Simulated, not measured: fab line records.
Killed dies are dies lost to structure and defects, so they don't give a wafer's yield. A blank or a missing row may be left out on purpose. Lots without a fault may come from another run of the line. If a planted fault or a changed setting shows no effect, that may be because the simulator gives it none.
Chamber matching / flow sky130 / rieDiel-04 running SKY_CONTACT_ETCH_16: 4 sister chambers
The step etches BARC in N2/H2, stops on SiO2, time 45.9 s, target depth 60 nm. 8 wafers are shown with their chamber, then 10 later ones without.

== WAFERS WITH THEIR CHAMBER ==
wafer=L078.1; chamber=3; drypumpMotorCurrentA (A)=5.2; throttleValvePct (%)=13.222
wafer=L078.5; chamber=3; drypumpMotorCurrentA (A)=5.2; throttleValvePct (%)=13.219
wafer=L082.5; chamber=1; drypumpMotorCurrentA (A)=5.1; throttleValvePct (%)=13.219
wafer=L085.1; chamber=0; drypumpMotorCurrentA (A)=5.6; throttleValvePct (%)=13.237
wafer=L085.3; chamber=2; drypumpMotorCurrentA (A)=6.0; throttleValvePct (%)=13.248
wafer=L085.5; chamber=0; drypumpMotorCurrentA (A)=5.6; throttleValvePct (%)=13.208
wafer=L089.2; chamber=1; drypumpMotorCurrentA (A)=5.1; throttleValvePct (%)=13.216
wafer=L089.5; chamber=2; drypumpMotorCurrentA (A)=6.1; throttleValvePct (%)=13.239

== WAFERS WHOSE CHAMBER IS MISSING ==
wafer=L089.6; drypumpMotorCurrentA (A)=5.2; throttleValvePct (%)=13.225
wafer=L091.1; drypumpMotorCurrentA (A)=5.2; throttleValvePct (%)=13.236
wafer=L091.3; drypumpMotorCurrentA (A)=5.5; throttleValvePct (%)=13.210
wafer=L091.5; drypumpMotorCurrentA (A)=5.2; throttleValvePct (%)=13.224
wafer=L092.4; drypumpMotorCurrentA (A)=5.5; throttleValvePct (%)=13.219
wafer=L092.5; drypumpMotorCurrentA (A)=5.2; throttleValvePct (%)=13.227
wafer=L092.6; drypumpMotorCurrentA (A)=5.2; throttleValvePct (%)=13.212
wafer=L096.1; drypumpMotorCurrentA (A)=5.6; throttleValvePct (%)=13.237
wafer=L096.2; drypumpMotorCurrentA (A)=5.1; throttleValvePct (%)=13.215
wafer=L096.5; drypumpMotorCurrentA (A)=5.6; throttleValvePct (%)=13.225

== CHAMBER TAKEN BY EACH ==
wafer=L089.6; from the rows above=3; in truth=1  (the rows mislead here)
wafer=L091.1; from the rows above=can't be placed: 3 or 1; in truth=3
wafer=L091.3; from the rows above=0; in truth=0
wafer=L091.5; from the rows above=3; in truth=3
wafer=L092.4; from the rows above=0; in truth=0
wafer=L092.5; from the rows above=3; in truth=3
wafer=L092.6; from the rows above=3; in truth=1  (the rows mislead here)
wafer=L096.1; from the rows above=0; in truth=0
wafer=L096.2; from the rows above=1; in truth=1
wafer=L096.5; from the rows above=0; in truth=0
Correctly placed: 7 of 10. Unplaceable from these rows: 1, with the true chamber sitting among the candidates in 1. Wrongly placed: 2.
How it was worked out, from the rows above alone: a wafer's distance from a chamber is the root of the sum, over the readings, of the square of ((its reading less the chamber's mean) divided by the reading's scatter). The wafer belongs to the nearest chamber; if the next one is less than 2 further off, it can't be placed. A chamber's mean is the mean of its shown wafers. The scatter: the root of (the sum of the squares of (reading less its chamber's mean) over the shown wafers, divided by (wafers less chambers)).
